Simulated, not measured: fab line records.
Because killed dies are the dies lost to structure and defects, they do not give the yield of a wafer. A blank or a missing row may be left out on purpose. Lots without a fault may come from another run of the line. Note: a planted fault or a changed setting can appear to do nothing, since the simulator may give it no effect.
Which tool is to blame? ; flow gf180mcu ; 21 wafers from 7 lots sampled at 2 of the route's 602 steps

WHAT EACH GAUGE READ, for each wafer
GF_POLY_GATE_THK_MEAS_01.
lot;measured;on;POLY_GATE_CVD_00_THK (nm)
L507;day 8 14:47;film metro-01;200.9 202.7 201.6
L509;day 9 09:53;film metro-02;202.4 200.1 202.0
L513;day 10 05:39;film metro-04;200.1 200.7 200.1
L516;day 11 04:55;film metro-01;200.0 199.6 198.8
L518;day 11 22:31;film metro-04;204.6 202.2 204.9
L524;day 13 23:51;film metro-02;201.7 201.2 203.9
L529;day 15 04:58;film metro-02;397.1 398.3 396.9

WHICH TOOL RAN EACH LOT (tool, then ch and the chambers of the sampled wafers, then the start)
lot;GF_POLY_GATE_CVD_00
L507;lpcvd-02 ch 0, day 8 13:27
L509;lpcvd-01 ch 0, day 9 08:33
L513;lpcvd-02 ch 1, day 10 04:18
L516;lpcvd-02 ch 1, day 11 03:35
L518;lpcvd-01 ch 0, day 11 21:10
L524;lpcvd-02 ch 1, day 13 22:31
L529;lpcvd-01 ch 1, day 15 02:08
- GF_POLY_GATE_CVD_00: deposits poly-Si, target thk 200 nm, time 1200 s.

THE ANSWER, worked out from the rows above alone
Rule: usual is defined by the lots themselves. Put in order of their means at a reading, lots are off if they are a third of the lots or fewer, leave a main group of 4 or more, and stand apart from it by a gap of 3 or more times the standard deviation of the main group's means; of several such gaps the widest counts. Not used: any main group whose means are identical at the precision the tables above print for the reading. A lot without any number at a reading at which 4 lots or more have one is off too. Any other lot the step has rows for is counted as sound.
Off: L529, at GF_POLY_GATE_THK_MEAS_01 (POLY_GATE_CVD_00_THK). Main group: mean 201.5 nm, sd 1.4.
If a tool, at a process step before that reading, ran all the lots that are off and no sound lot after the first of them, it fits. Those tools and the gauges at GF_POLY_GATE_THK_MEAS_01 are tried in the same way. 2 tools fit, lpcvd-01 at GF_POLY_GATE_CVD_00 and film metro-02 at GF_POLY_GATE_THK_MEAS_01, so this cannot tell which one it is.

WHAT THE SIMULATOR PUT IN
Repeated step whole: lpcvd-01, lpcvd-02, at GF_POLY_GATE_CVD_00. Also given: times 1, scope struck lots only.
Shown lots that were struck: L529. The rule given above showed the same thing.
